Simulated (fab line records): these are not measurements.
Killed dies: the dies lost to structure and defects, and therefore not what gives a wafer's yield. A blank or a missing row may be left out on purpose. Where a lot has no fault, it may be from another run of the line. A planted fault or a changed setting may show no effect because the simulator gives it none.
fab line records    flow sky130
record lots=11  wafers=33  lastDay=50
route steps=708 shown LI_CONTACT@384 LOCAL_INTERCONNECT@388 CONTACT@409 PAD_OPEN@708
lots that met no fault: from a run of the same line without faults
startH: hours from the record's opening day to when the first of the lot's shown wafers began    waitH: hours from the lot's prior step to this one    " same as the row above    L1.1+2: a single row standing in for several wafers    - no value present, or no start provided    * or withheld: withheld    < > ~ a bound
route shown NAME@n: a module of which the file shows steps, and the number in the route of the first    usual: mean/standard deviation of fault-free wafers    same: alike in all rows    chamber/n: place in a boat    sites: each site's reading    _std_site: how widely they spread, as a standard deviation    _edge_site: outer sites' mean less inner sites'    radiusMm: for every site, how far away it sits from the centre of the wafer    mask NAME#n: copy n    behind: the most recent tool/chamber to have shaped the wafer    hold: what put the lot on hold/how long, in hours/how the hold closed    device: the transistor (n, p or np) that didn't switch    end of line: tests of these same wafers at the route's end    where a step has no rows: the recipe by itself    killed: count of dies lost to structure and defects at first sort (not the wafer's yield)    map: per-die view of a wafer (x killed, . not killed, _ where there is no die)
set.NAME: the run value of the setting; set.NAME@STEP: its run value at that earlier step    model.NAME: the simulator's own value behind a step, which no gauge read
one table for each step of the route and one row for each wafer, over a sample of lots
services: the hour from which a tool's chamber was out of use, counted from the record's first day as startH (under 0 if before that day), plus the number of hours and why
## steps
# step SKY_LI_CONTACT_RS_MEAS_22
# recipe thkMeasGauge=four-point-probe  reads=W_of_LI_CONTACT_CVD_21+TiN_of_LI_CONTACT_SPUTTER_20+Ti_of_LI_CONTACT_SPUTTER_19
# usual LI_CONTACT_W_RS=0.2843/0.0026
lot.wafer  tool          chamber  startH  waitH  LI_CONTACT_W_RS[ohm/sq]
L641.3     filmMetro-02  -        682.63  0.1    0.2875
L641.4     "             -        "       "      0.2857
L641.6     "             -        "       "      0.2837
L643.2     filmMetro-02  -        693.46  0.1    0.2866
L643.4     "             -        "       "      0.2890
L643.6     "             -        "       "      0.2868
L644.2     filmMetro-01  -        699.81  0.2    0.2832
L644.4     "             -        "       "      0.2858
L644.5     "             -        "       "      0.2882
L645.1     filmMetro-02  -        707.02  0.1    0.2816
L645.2     "             -        "       "      0.2823
L645.3     "             -        "       "      0.2826
L650.1     filmMetro-02  -        749.12  0.1    0.2825
L650.3     "             -        "       "      0.2832
L650.5     "             -        "       "      0.2845
L652.1     filmMetro-02  -        765.49  0.1    0.2843
L652.4     "             -        "       "      0.2835
L652.5     "             -        "       "      0.2853
L653.1     filmMetro-01  -        773.17  0.1    0.2843
L653.3     "             -        "       "      0.2814
L653.4     "             -        "       "      0.2815
L661.2     filmMetro-02  -        830.04  0.1    0.2827
L661.3     "             -        "       "      0.2883
L661.4     "             -        "       "      0.2844
L662.1     filmMetro-04  -        839.11  0.2    0.2877
L662.3     "             -        "       "      0.2856
L662.4     "             -        "       "      0.2874
L663.2     filmMetro-04  -        845.24  0.1    0.2868
L663.3     "             -        "       "      0.2856
L663.5     "             -        "       "      0.2873
L664.1     filmMetro-02  -        850.79  0.1    0.2877
L664.5     "             -        "       "      0.2875
L664.6     "             -        "       "      0.2873
# step SKY_LOCAL_INTERCONNECT_RS_MEAS_01
# recipe thkMeasGauge=four-point-probe  reads=TiN_of_LOCAL_INTERCONNECT_SPUTTER_00
# usual LOCAL_INTERCONNECT_TIN_RS=14.06/0.15
lot.wafer  tool          chamber  startH  waitH  LOCAL_INTERCONNECT_TIN_RS[ohm/sq]
L641.3     filmMetro-03  -        683.17  0.1    14.08
L641.4     "             -        "       "      14.12
L641.6     "             -        "       "      14.23
L643.2     filmMetro-03  -        694.00  0.1    14.23
L643.4     "             -        "       "      14.22
L643.6     "             -        "       "      14.30
L644.2     filmMetro-03  -        700.35  0.1    13.88
L644.4     "             -        "       "      14.02
L644.5     "             -        "       "      13.91
L645.1     filmMetro-02  -        707.56  0.0    14.09
L645.2     "             -        "       "      13.94
L645.3     "             -        "       "      14.10
L650.1     filmMetro-04  -        749.66  0.0    14.22
L650.3     "             -        "       "      14.33
L650.5     "             -        "       "      14.33
L652.1     filmMetro-02  -        766.03  0.0    14.29
L652.4     "             -        "       "      14.27
L652.5     "             -        "       "      14.30
L653.1     filmMetro-04  -        773.71  0.0    14.00
L653.3     "             -        "       "      14.19
L653.4     "             -        "       "      14.13
L661.2     filmMetro-02  -        830.77  0.1    14.04
L661.3     "             -        "       "      14.07
L661.4     "             -        "       "      14.08
L662.1     filmMetro-04  -        839.66  0.0    14.01
L662.3     "             -        "       "      13.95
L662.4     "             -        "       "      14.07
L663.2     filmMetro-02  -        845.78  0.1    14.23
L663.3     "             -        "       "      14.11
L663.5     "             -        "       "      14.10
L664.1     filmMetro-03  -        851.33  0.0    13.86
L664.5     "             -        "       "      14.04
L664.6     "             -        "       "      14.14
# step SKY_CONTACT_THK_MEAS_03
# recipe reads=SiO2_of_CONTACT_HDPCVD_02
# usual CONTACT_HDPCVD_THK=564/6.6
lot.wafer  tool          chamber  startH  waitH  CONTACT_HDPCVD_THK[nm]
L641.3     filmMetro-01  -        712.14  0.1    562
L641.4     "             -        "       "      568
L641.6     "             -        "       "      566
L643.2     filmMetro-03  -        723.13  0.0    568
L643.4     "             -        "       "      564
L643.6     "             -        "       "      564
L644.2     filmMetro-03  -        729.69  0.0    568
L644.4     "             -        "       "      571
L644.5     "             -        "       "      567
L645.1     filmMetro-03  -        737.07  0.0    560
L645.2     "             -        "       "      563
L645.3     "             -        "       "      560
L650.1     filmMetro-03  -        777.66  0.0    550
L650.3     "             -        "       "      550
L650.5     "             -        "       "      550
L652.1     filmMetro-04  -        793.15  0.0    560
L652.4     "             -        "       "      559
L652.5     "             -        "       "      562
L653.1     filmMetro-01  -        801.56  0.0    567
L653.3     "             -        "       "      574
L653.4     "             -        "       "      562
L661.2     filmMetro-03  -        858.49  0.0    572
L661.3     "             -        "       "      581
L661.4     "             -        "       "      574
L662.1     filmMetro-01  -        867.26  0.0    551
L662.3     "             -        "       "      561
L662.4     "             -        "       "      558
L663.2     filmMetro-03  -        872.88  0.0    568
L663.3     "             -        "       "      563
L663.5     "             -        "       "      573
L664.1     filmMetro-04  -        878.45  0.0    573
L664.5     "             -        "       "      579
L664.6     "             -        "       "      570
# step SKY_CONTACT_ETCH_16
# recipe chemistry=N2/H2  target=BARC  ionEnergyEv=200  sourceW=500  biasW=100  pressureMtorr=30  n2FlowSccm=100  h2FlowSccm=200  stopOn=SiO2  timeS=45.9  targetDepthA=600
# usual biasW=100.0/0.34  chamberPressureMTorr=29.997/0.027  drypumpMotorCurrentA=5.7/0.51  oesProductAu=0.855/0.0051  throttleValvePct=13.226/0.0089
lot.wafer  tool        chamber  startH  waitH  biasW  chamberPressureMTorr  drypumpMotorCurrentA  oesProductAu  rfHoursCounterH  throttleValvePct
L641.3     rieDiel-04  0        740.15  0.0    99.9   29.980                4.8                   0.849         15               13.223
L641.4     "           2        "       "      99.8   29.943                5.6                   0.855         14               13.235
L641.6     "           0        "       "      100.0  30.050                4.8                   0.841         -                13.221
L643.2     rieDiel-03  0        750.94  0.0    100.0  30.024                6.6                   0.862         9                13.249
L643.4     "           1        "       "      99.7   29.966                6.3                   0.852         4                13.229
L643.6     "           2        "       "      99.9   30.023                6.0                   0.860         -                13.225
L644.2     rieDiel-02  0        757.69  0.0    100.0  30.020                5.5                   0.854         41               13.232
L644.4     "           2        "       "      100.6  29.999                6.4                   0.858         8                13.238
L644.5     "           1        "       "      100.4  30.041                5.6                   0.848         -                13.219
L645.1     rieDiel-03  0        764.64  0.0    100.0  30.009                6.6                   0.844         9                13.213
L645.2     "           3        "       "      100.4  30.028                5.7                   0.859         8                13.215
L645.3     "           2        "       "      100.2  30.028                6.0                   0.858         22               13.227
L650.1     rieDiel-02  0        804.95  0.0    99.2   29.998                5.5                   0.859         0                13.224
L650.3     "           3        "       "      99.6   29.999                5.7                   0.849         8                13.226
L650.5     "           3        "       "      99.6   29.978                5.6                   0.857         -                13.222
L652.1     rieDiel-02  2        819.54  0.0    100.0  29.997                6.5                   0.853         10               13.236
L652.4     "           0        "       "      100.0  30.020                5.6                   0.858         0                13.209
L652.5     "           2        "       "      99.7   29.996                6.5                   0.859         -                13.237
L653.1     rieDiel-03  1        829.00  0.0    99.7   29.970                6.2                   0.858         7                13.226
L653.3     "           0        "       "      99.8   29.934                6.6                   0.854         11               13.219
L653.4     "           3        "       "      100.2  29.986                5.7                   0.853         -                13.227
L661.2     rieDiel-03  1        885.25  0.0    -      -                     -                     -             -                -
L661.3     "           3        "       "      -      -                     -                     -             -                -
L661.4     "           2        "       "      -      -                     -                     -             -                -
L662.1     rieDiel-04  0        894.30  0.0    -      -                     -                     -             -                -
L662.3     "           3        "       "      -      -                     -                     -             -                -
L662.4     "           2        "       "      -      -                     -                     -             -                -
L663.2     rieDiel-02  1        899.09  0.0    -      -                     -                     -             -                -
L663.3     "           2        "       "      -      -                     -                     -             -                -
L663.5     "           3        "       "      -      -                     -                     -             -                -
L664.1     rieDiel-03  2        905.29  0.0    100.3  29.996                6.0                   0.857         26               13.227
L664.5     "           3        "       "      100.3  29.957                5.7                   0.853         -                13.217
L664.6     "           0        "       "      99.9   30.010                6.6                   0.856         -                13.225
# step SKY_CONTACT_ETCH_17
# recipe target=SiO2  chemistry=C4F8/O2/Ar  stopOn=Si3N4  maskMaterial=KrF-thick  sourceW=1500  biasW=1200  pressureMtorr=40  c4f8FlowSccm=withheld  O2_flow_sccm=6  Ar_flow_sccm=300  timeS=withheld  targetDepthA=3400
# usual biasW=1200/3.7  chamberPressureMTorr=40.00/0.038  oesProductAu=0.891/0.0053
lot.wafer  tool        chamber  startH  waitH  biasW  chamberPressureMTorr  oesProductAu
L641.3     rieDiel-04  0        740.19  0.0    1206   39.94                 0.888
L641.4     "           2        "       "      1199   39.95                 0.896
L641.6     "           0        "       "      1205   40.02                 0.899
L643.2     rieDiel-03  0        750.98  0.0    1195   40.00                 0.898
L643.4     "           1        "       "      1198   39.96                 0.885
L643.6     "           2        "       "      1204   40.03                 0.892
L644.2     rieDiel-02  0        757.73  0.0    1200   39.97                 0.890
L644.4     "           2        "       "      1192   40.06                 0.892
L644.5     "           1        "       "      1201   40.01                 0.890
L645.1     rieDiel-03  0        764.69  0.0    1200   40.00                 0.886
L645.2     "           3        "       "      1203   40.03                 0.894
L645.3     "           2        "       "      1205   39.99                 0.893
L650.1     rieDiel-02  0        805.00  0.0    1205   40.02                 0.892
L650.3     "           3        "       "      1196   39.95                 0.891
L650.5     "           3        "       "      1199   40.00                 0.892
L652.1     rieDiel-02  2        819.58  0.0    1199   39.92                 0.891
L652.4     "           0        "       "      1204   39.96                 0.894
L652.5     "           2        "       "      1195   40.03                 0.898
L653.1     rieDiel-03  1        829.05  0.0    1203   39.95                 0.904
L653.3     "           0        "       "      1200   39.98                 0.896
L653.4     "           3        "       "      1204   40.06                 0.894
L661.2     rieDiel-03  1        885.30  0.0    1196   40.00                 0.383
L661.3     "           3        "       "      1210   40.08                 0.382
L661.4     "           2        "       "      1198   40.06                 0.386
L662.1     rieDiel-04  0        894.34  0.0    1199   39.96                 0.371
L662.3     "           3        "       "      1198   40.03                 0.379
L662.4     "           2        "       "      1195   39.99                 0.372
L663.2     rieDiel-02  1        899.13  0.0    1195   39.95                 0.366
L663.3     "           2        "       "      1200   40.01                 0.373
L663.5     "           3        "       "      1195   40.05                 0.372
L664.1     rieDiel-03  2        905.33  0.0    1196   40.00                 0.888
L664.5     "           3        "       "      1194   40.06                 0.898
L664.6     "           0        "       "      1202   40.01                 0.887
# step SKY_CONTACT_ETCH_18
# recipe target=Si3N4  chemistry=CHF3/O2  stopOn=TiN  sourceW=600  biasW=200  pressureMtorr=40  chf3FlowSccm=50  O2_flow_sccm=5  timeS=39  targetDepthA=750
# usual O2_flow_sccm=4.999/0.016  biasW=200.0/0.6  drypumpMotorCurrentA=5.7/0.51  oesProductAu=0.855/0.0074  throttleValvePct=8.793/0.0095
lot.wafer  tool        chamber  startH  waitH  O2_flow_sccm  biasW  drypumpMotorCurrentA  oesProductAu  rfHoursCounterH  throttleValvePct
L641.3     rieDiel-04  0        -       -      4.997         199.8  4.8                   0.862         15               8.799
L641.4     "           2        "       "      4.987         200.8  5.6                   0.868         14               8.803
L641.6     "           0        "       "      4.970         199.7  4.8                   0.859         -                8.804
L643.2     rieDiel-03  0        -       -      4.993         199.7  6.6                   0.846         9                8.788
L643.4     "           1        "       "      5.013         200.7  6.2                   0.868         4                8.778
L643.6     "           2        "       "      5.018         200.2  6.0                   0.864         -                8.802
L644.2     rieDiel-02  0        -       -      4.985         200.5  5.6                   0.863         41               8.788
L644.4     "           2        "       "      5.004         200.2  6.5                   0.858         8                8.781
L644.5     "           1        "       "      5.026         200.1  5.6                   0.857         -                8.791
L645.1     rieDiel-03  0        -       -      5.003         200.6  6.6                   0.852         9                8.780
L645.2     "           3        "       "      4.992         199.4  5.6                   0.846         8                8.775
L645.3     "           2        "       "      4.998         199.7  6.0                   0.851         23               8.786
L650.1     rieDiel-02  0        -       -      4.990         199.4  5.5                   0.854         0                8.793
L650.3     "           3        "       "      5.027         198.7  5.6                   0.857         8                8.783
L650.5     "           3        "       "      5.030         198.8  5.6                   0.854         -                8.801
L652.1     rieDiel-02  2        -       -      5.014         199.7  6.4                   0.845         10               8.800
L652.4     "           0        "       "      4.992         200.7  5.5                   0.855         0                8.786
L652.5     "           2        "       "      5.021         199.6  6.5                   0.859         -                8.771
L653.1     rieDiel-03  1        -       -      4.998         200.0  6.2                   0.864         7                8.782
L653.3     "           0        "       "      4.990         199.6  6.6                   0.846         11               8.785
L653.4     "           3        "       "      5.026         199.5  5.6                   0.856         -                8.793
L661.2     rieDiel-03  1        -       -      5.011         198.7  6.3                   0.375         8                8.694
L661.3     "           3        "       "      4.997         199.8  5.6                   0.373         13               8.694
L661.4     "           2        "       "      5.018         201.2  6.0                   0.380         -                8.665
L662.1     rieDiel-04  0        -       -      5.006         200.4  4.8                   0.377         20               8.675
L662.3     "           3        "       "      4.992         200.3  5.4                   0.371         27               8.671
L662.4     "           2        "       "      5.014         200.5  5.6                   0.372         20               8.693
L663.2     rieDiel-02  1        -       -      5.003         200.2  5.6                   0.370         2                8.687
L663.3     "           2        "       "      4.987         199.9  6.5                   0.376         13               8.673
L663.5     "           3        "       "      5.010         200.2  5.6                   0.381         -                8.677
L664.1     rieDiel-03  2        -       -      4.984         201.1  6.0                   0.846         27               8.794
L664.5     "           3        "       "      4.984         200.9  5.7                   0.864         -                8.796
L664.6     "           0        "       "      5.008         200.9  6.6                   0.862         -                8.791
# step SKY_PAD_OPEN_PROBE_99
# usual killed_at_M0_to_M3=43/8  killed_at_M4_up=2.9/1.6  killedAtContacts=26/5.2  killedAtFrontEnd=15/4.3  killedAtOther=0.3/0.56  killedDies=87/10  killedOnRim=17/3.7  killedOpen=48/6.9  killedShort=40/6.5
# same grossDies=492  killedAtBackSide=0
lot.wafer  tool       chamber  startH   waitH  killed_at_M0_to_M3  killed_at_M4_up  killedAtContacts  killedAtFrontEnd  killedAtOther  killedDies  killedOnRim  killedOpen  killedShort
L650.1     prober-02  -        1128.61  0.1    65                  4                22                18                1              110         19           58          52
L650.3     prober-02  -        1128.71  0.2    48                  6                25                17                0              96          17           52          44
L650.5     prober-02  -        1128.81  0.2    58                  1                27                11                0              97          21           58          39
L661.2     prober-01  -        1182.73  0.1    233                 63               128               19                49             492         96           42          44
L661.3     prober-01  -        1182.78  0.2    251                 66               104               15                56             492         96           47          34
L661.4     prober-01  -        1182.83  0.2    216                 69               123               14                70             492         96           45          43
L662.1     prober-02  -        1188.11  0.1    217                 77               116               19                63             492         96           44          49
L662.3     prober-02  -        1188.21  0.2    249                 56               102               19                66             492         96           40          35
L662.4     prober-02  -        1188.26  0.2    231                 72               114               15                60             492         96           51          28
L663.2     prober-01  -        1195.05  0.1    236                 49               114               22                71             492         96           50          38
L663.3     prober-01  -        1195.10  0.2    242                 58               115               16                61             492         96           54          34
L663.5     prober-01  -        1195.20  0.2    215                 76               118               23                60             492         96           49          48
L664.1     prober-02  -        1197.91  0.1    42                  5                22                7                 0              76          13           41          35
L664.5     prober-02  -        1198.11  0.2    46                  1                34                13                0              94          25           64          30
L664.6     prober-02  -        1198.16  0.2    33                  2                28                7                 0              70          19           43          27
# killed by level:class
L650.1 VIA1:geometricParticle:open=14 CONTACT:geometricParticle:open=12 METAL1:geometricParticle:short=12 METAL2:geometricParticle:short=9 VIA1:geometricParticle:short=7 POLY_GATE:geometricParticle:open=6 METAL2:geometricParticle:open=6 VIA2:geometricParticle:open=6
L650.3 VIA2:geometricParticle:open=9 CONTACT:geometricParticle:open=8 VIA1:geometricParticle:open=8 VIA3:geometricParticle:open=8 FIELD_ISO:geometricParticle:short=6 FIELD_ISO:geometricParticle:open=5 VIA1:geometricParticle:short=5 LI_CONTACT:geometricParticle:open=5
L650.5 VIA2:geometricParticle:open=12 VIA1:geometricParticle:open=12 VIA3:geometricParticle:open=9 CONTACT:geometricParticle:open=8 METAL1:geometricParticle:short=8 METAL2:geometricParticle:short=7 LOCAL_INTERCONNECT:geometricParticle:short=6 LI_CONTACT:geometricParticle:open=5
L661.2 CONTACT:areaEtch=105 VIA1:areaExpose=38 METAL3:areaExpose=36 METAL2:areaExpose=35 VIA4:areaExpose=33 VIA3:areaExpose=31 METAL4:areaExpose=30 VIA2:areaExpose=25
L661.3 CONTACT:areaEtch=88 VIA3:areaExpose=45 METAL1:areaExpose=36 METAL2:areaExpose=33 CAPM:areaExpose=33 METAL3:areaExpose=33 METAL4:areaExpose=32 VIA2:areaExpose=31
L661.4 CONTACT:areaEtch=99 VIA2:areaExpose=36 CAP2M:areaExpose=35 CAPM:areaExpose=35 VIA4:areaExpose=34 VIA3:areaExpose=32 METAL4:areaExpose=29 METAL3:areaExpose=27
L662.1 CONTACT:areaEtch=96 METAL4:areaExpose=38 VIA2:areaExpose=34 METAL1:areaExpose=33 CAPM:areaExpose=33 VIA4:areaExpose=33 VIA3:areaExpose=31 VIA1:areaExpose=31
L662.3 CONTACT:areaEtch=85 METAL2:areaExpose=42 METAL1:areaExpose=41 VIA3:areaExpose=38 CAPM:areaExpose=33 METAL3:areaExpose=33 CAP2M:areaExpose=33 VIA2:areaExpose=33
L662.4 CONTACT:areaEtch=91 VIA4:areaExpose=38 VIA2:areaExpose=37 VIA1:areaExpose=37 VIA3:areaExpose=35 METAL1:areaExpose=34 METAL4:areaExpose=32 CAPM:areaExpose=31
L663.2 CONTACT:areaEtch=89 METAL3:areaExpose=40 CAP2M:areaExpose=38 VIA2:areaExpose=35 METAL1:areaExpose=34 METAL2:areaExpose=33 CAPM:areaExpose=33 VIA3:areaExpose=31
L663.3 CONTACT:areaEtch=93 METAL1:areaExpose=41 CAP2M:areaExpose=37 METAL2:areaExpose=34 METAL4:areaExpose=34 VIA1:areaExpose=34 VIA2:areaExpose=32 VIA3:areaExpose=28
L663.5 CONTACT:areaEtch=88 METAL4:areaExpose=41 VIA1:areaExpose=39 CAPM:areaExpose=31 VIA2:areaExpose=31 VIA4:areaExpose=31 VIA3:areaExpose=30 CAP2M:areaExpose=29
L664.1 CONTACT:geometricParticle:open=11 VIA1:geometricParticle:open=10 VIA1:geometricParticle:short=6 VIA2:geometricParticle:open=6 METAL2:geometricParticle:short=5 LI_CONTACT:geometricParticle:open=4 LI_CONTACT:geometricParticle:short=3 METAL3:geometricParticle:short=3
L664.5 CONTACT:geometricParticle:open=15 VIA2:geometricParticle:open=10 LI_CONTACT:geometricParticle:open=10 VIA1:geometricParticle:open=10 METAL3:geometricParticle:short=5 FIELD_ISO:geometricParticle:open=4 FIELD_ISO:geometricParticle:short=4 VIA2:geometricParticle:short=4
L664.6 VIA1:geometricParticle:open=12 CONTACT:geometricParticle:open=9 LI_CONTACT:geometricParticle:open=7 CONTACT:geometricParticle:short=7 VIA3:geometricParticle:open=5 METAL2:geometricParticle:short=4 FIELD_ISO:geometricParticle:open=3 LI_CONTACT:geometricParticle:short=3
## services
tool        chamber  startH  hours  kind
rieDiel-02  -        734.43  0.1    repair
rieDiel-04  1        735.87  1.7    repair
rieDiel-03  -        738.83  0.2    repair
rieDiel-03  0        770.53  9.1    repair
rieDiel-02  0        777.14  -      clean
rieDiel-02  0        777.14  20.9   scheduledDown
rieDiel-02  0        777.14  20.9   ventCycle
rieDiel-02  -        784.64  0.4    repair
rieDiel-04  3        793.42  18.2   repair
rieDiel-03  -        808.33  2.8    pm
rieDiel-02  1        812.27  1.3    repair
rieDiel-03  0        822.59  6.3    repair
rieDiel-03  -        822.63  0.2    repair
rieDiel-02  1        825.40  -      clean
rieDiel-02  1        825.40  22.4   scheduledDown
rieDiel-02  1        825.40  22.4   ventCycle
rieDiel-03  2        826.06  30.4   repair
rieDiel-03  0        838.08  2.6    repair
rieDiel-03  1        865.74  8.0    repair
rieDiel-04  3        870.59  6.4    repair
rieDiel-03  0        883.08  4.6    repair
## key
firstSign step=SKY_CONTACT_ETCH_16  reading=toolRecord  direction=missing
effect step=SKY_CONTACT_ETCH_17  reading=oesProductAu  direction=down  sigmas=98  usual=0.891  struck=0.376
effect step=SKY_CONTACT_ETCH_18  reading=oesProductAu  direction=down  sigmas=65  usual=0.855  struck=0.375
effect step=SKY_PAD_OPEN_PROBE_99  reading=killedAtOther  direction=up  sigmas=62  usual=0.3  struck=61.8
metAt SKY_CONTACT_ETCH_16
struckLots L661,L662,L663
laterRowsLeftOut L661.2,L661.3,L661.4,L662.1,L662.3,L662.4,L663.2,L663.3,L663.5
testerLeftOut L661,L662,L663
notActingAt SKY_LI_CONTACT_RS_MEAS_22,SKY_LOCAL_INTERCONNECT_RS_MEAS_01,SKY_CONTACT_THK_MEAS_03
onsetBetween 829.00 885.25
fault kind=skippedStepWhole  tool=rieDiel-02,rieDiel-03,rieDiel-04  chamber=-  onsetH=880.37  steps=SKY_CONTACT_ETCH_16  scope=struckLotsOnly
# testerLeftOut: of these lots the tester's yield and bins aren't shown, on N5 and GAA mostly nor the transistor test; their killed dies are dies lost to structure and defects alone, not to doping, threshold or leakage, so they don't give the yield
# laterRowsLeftOut: the simulator's readings of these wafers behind a module that went badly wrong aren't trusted and aren't shown, but for the sort
